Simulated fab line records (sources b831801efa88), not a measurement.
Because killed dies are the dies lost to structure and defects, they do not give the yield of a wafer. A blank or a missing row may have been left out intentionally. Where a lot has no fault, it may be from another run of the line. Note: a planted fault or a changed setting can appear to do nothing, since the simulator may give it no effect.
Problem report in the 8D (eight disciplines) form, filled by code	flow sky130	the parts of the form that need people (team, actions taken, sign-off) are left out

== 1. WHAT WENT WRONG ==
At SKY_PAD_OPEN_PROBE_99, killed_at_M4_up averages 120.2 over 6 wafers from 2 lots, while fault-free wafers read 3.4, standard deviation 1.8. That puts it +65 standard deviations away from the usual mean.
Earliest sighting: wafer L742.2 on prober-01 at day 48 23:56. At this step, 24 wafers from 8 lots have a number in the record. Rule for "out", or "out of limits": more than 4 standard deviations from the usual mean. The other wafers with a number count as sound.

== 2. WHAT IT IS AND WHAT IT IS NOT ==
question	is	is not
which readings at this step	killed_at_M4_up, defect_limited_yield, killed_dies, sort_bin_5_function, sort_n_pass, sort_yield_pct	killed_at_front_end, killed_at_other, killed_short
which lots	L742, L743	L734, L736, L737, L738, L740, L741
which wafers of those lots	all that have a number	-
read on which tools	prober-01, prober-02	-
when	from day 48 23:56	up to then (18 sound wafers)

== 3. WHAT RULES OUT EACH SUSPECT ==
Counting: a tool at a process step up to the reading stays a suspect if it ran every lot that is out and no sound lot after the first of them.
- cmp-02 at SKY_VIA4_CMP_02 (polishes SiO2): kept. It processed each lot that is out, first L742 at day 45 12:36, and no sound lot thereafter; up to then, the last sound lot it processed was L741 at day 45 08:50.
After counting, what remains is cmp-02 at SKY_VIA4_CMP_02.

== 4. THE CAUSE (what the simulator had put in) ==
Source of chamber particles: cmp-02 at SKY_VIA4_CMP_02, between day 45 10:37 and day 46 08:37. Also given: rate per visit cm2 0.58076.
After counting, this tool was the only one left.

== 5. THE EFFECT CHAIN, in route order ==
Each row: a reading where the mean over the struck wafers with a number is more than 3 standard deviations away from the usual. Readings are gone through only where the record gives a usual standard deviation; hours: the median, over the lots, of the time from a lot's start at the first step in this table giving one to that lot's start at this step; sigmas: the change measured in usual standard deviations.
hours	step	reading	usual	on struck wafers	change	sigmas
0	SKY_PAD_OPEN_PROBE_99	defect_limited_yield	82.6 %	60.1	-22.5	-12
0	SKY_PAD_OPEN_PROBE_99	killed_at_M4_up	3.4	120.2	+116.8	+65
0	SKY_PAD_OPEN_PROBE_99	killed_dies	85	196	+111	+13
0	SKY_PAD_OPEN_PROBE_99	killed_on_rim	17	38	+21	+5.7
0	SKY_PAD_OPEN_PROBE_99	sort_bin_5_function	10.1 %	25.1	+15.0	+10
0	SKY_PAD_OPEN_PROBE_99	sort_bin_6_memory	6.4 %	12.8	+6.4	+6.4
0	SKY_PAD_OPEN_PROBE_99	sort_n_pass	407	296	-111	-13
0	SKY_PAD_OPEN_PROBE_99	sort_yield_pct	82.6 %	60.1	-22.5	-12
Here are the process steps it includes:
- SKY_PAD_OPEN_PROBE_99

== 6. WHAT WOULD HAVE CAUGHT IT SOONER ==
In this record the first reading out of limits was taken at day 48 23:56, 85 hours after the fault began at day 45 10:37.
An alarm limit of 4 standard deviations would not have fired on the tool readings at SKY_VIA4_CMP_02 for which the record gives a usual standard deviation, since none of them was out on any struck wafer.
All the lots that are out (2) had begun SKY_VIA4_CMP_02 on cmp-02 by day 48 23:56. None of them would have been spared by holding the tool at that moment.
